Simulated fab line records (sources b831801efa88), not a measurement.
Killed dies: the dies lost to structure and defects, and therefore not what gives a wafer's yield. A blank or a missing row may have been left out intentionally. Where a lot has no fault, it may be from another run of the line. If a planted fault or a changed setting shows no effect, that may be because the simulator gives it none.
A single fault, viewed from 2 desks :: flow sky130 :: every desk sees just its own numbers, and what lay behind them comes last

AT THE TOOL OWNER'S DESK: implanter-03
For each lot that ran on this tool, the mean over its sampled wafers that have a number, from the tool's own readings at SKY_PWDE_IMPLANT_08. A lot is out of limits, marked OUT, if its mean lies more than 4 standard deviations from the usual mean; the brackets give that distance.
Columns: A = beam-energy-keV at SKY_PWDE_IMPLANT_08, usual 150.01; B = faraday-current-uA at SKY_PWDE_IMPLANT_08, usual 20.4
lot: L643
first seen here: day 4 10:54
A: 149.93
B: 20.4

lot: L655
first seen here: day 7 00:24
A: 150.00
B: 20.1

lot: L659
first seen here: day 8 03:28
A: 147.60 (-51) OUT
B: 20.6

lot: L660
first seen here: day 8 07:27
A: 147.60 (-51) OUT
B: 20.2

lot: L661
first seen here: day 8 11:56
A: 147.67 (-50) OUT
B: 20.8
This desk's verdict: out of limits on L659, L660, L661, starting with L659 at day 8 03:28 (beam-energy-keV at SKY_PWDE_IMPLANT_08). L643, L655 stayed within limits.

FROM THE METROLOGY DESK
What the gauges read, lot by lot, whatever tool the lot ran on: means of the sampled wafers that have a number. A lot is out of limits, marked OUT, if its mean lies more than 4 standard deviations from the usual mean; the brackets give that distance.
Columns: A = DNWELL_TW at SKY_DNWELL_TW_MEAS_09, usual 1125; B = PWDE_OVL at SKY_PWDE_OVL_MEAS_07, usual -0.8 nm
lot: L643
first seen here: day 3 17:20
A: 1127
B: 0.6

lot: L650
first seen here: day 5 07:20
A: 1137
B: -1.9

lot: L655
first seen here: day 6 07:13
A: 1137
B: -1.0

lot: L659
first seen here: day 7 07:25
A: 1135
B: -2.8

lot: L660
first seen here: day 7 10:56
A: 1113
B: -1.1

lot: L661
first seen here: day 7 16:21
A: 1118
B: 0.2

lot: L663
first seen here: day 8 21:32
A: 1117
B: -0.6
This desk found nothing out of limits on any of the 7 lots.

BROUGHT TOGETHER
The tool owner's desk could have raised an alarm at day 8 03:28, on L659, L660, L661.
The metrology desk saw nothing out of limits.
The metrology desk has L659, L660, L661 on record, within its limits.
All the named lots went through SKY_PWDE_IMPLANT_08 on implanter-03.

WHAT THE SIMULATOR HAD PUT IN
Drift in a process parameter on implanter-03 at SKY_PWDE_IMPLANT_08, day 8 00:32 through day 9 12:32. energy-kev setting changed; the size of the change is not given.
Shown lots that were struck: L659, L660, L661.
Hours from the fault's start to each desk's first reading out of limits: the tool owner's desk, 3.
